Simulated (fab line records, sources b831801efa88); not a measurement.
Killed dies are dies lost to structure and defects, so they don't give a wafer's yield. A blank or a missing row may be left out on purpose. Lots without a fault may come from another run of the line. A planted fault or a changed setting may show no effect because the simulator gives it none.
One fault seen from 2 desks | flow gf180mcu | each desk has only its own numbers; what lay behind them comes last

THE TOOL OWNER'S DESK: pvd_sputter-03
The tool's own readings at GF_V4_SPUTTER_22 (material TiN, target thk 10 nm, time 40 s): means of the sampled wafers that have a number, for each lot that ran on this tool. A lot is out of limits, marked OUT, if its mean lies more than 4 standard deviations from the usual mean; the brackets give that distance.
Columns: A = throttle_valve_pct at GF_V4_SPUTTER_22, usual 30.2 %
lot  | first seen here | A
L709 | day 27 01:46    | 29.7
L714 | day 28 09:23    | 29.5
L715 | day 28 18:19    | 29.9
This desk's finding: nothing out of limits on any of the 3 lots.

THE METROLOGY DESK
What the gauges read, lot by lot, whatever tool the lot ran on: means of the sampled wafers that have a number. A lot is out of limits, marked OUT, if its mean lies more than 4 standard deviations from the usual mean; the brackets give that distance.
Columns: A = TOP_METAL_OVL at GF_TOP_METAL_OVL_MEAS_15, usual 0.2 nm
lot  | first seen here | A
L703 | day 28 06:00    | 1.3
L704 | day 28 13:39    | 0.1
L705 | day 29 00:56    | -0.3
L707 | day 29 23:01    | 1.3
L708 | day 30 07:58    | -1.9
L709 | day 30 10:35    | -0.9
L714 | day 31 16:20    | 0.2
L715 | day 31 23:47    | -0.0
L716 | day 32 05:14    | 1.0
L722 | day 33 15:44    | 2.7
L723 | day 34 06:32    | -0.2
This desk's finding: nothing out of limits on any of the 11 lots.

PUT TOGETHER
The tool owner's desk saw nothing out of limits.
The metrology desk saw nothing out of limits.

WHAT THE SIMULATOR HAD PUT IN
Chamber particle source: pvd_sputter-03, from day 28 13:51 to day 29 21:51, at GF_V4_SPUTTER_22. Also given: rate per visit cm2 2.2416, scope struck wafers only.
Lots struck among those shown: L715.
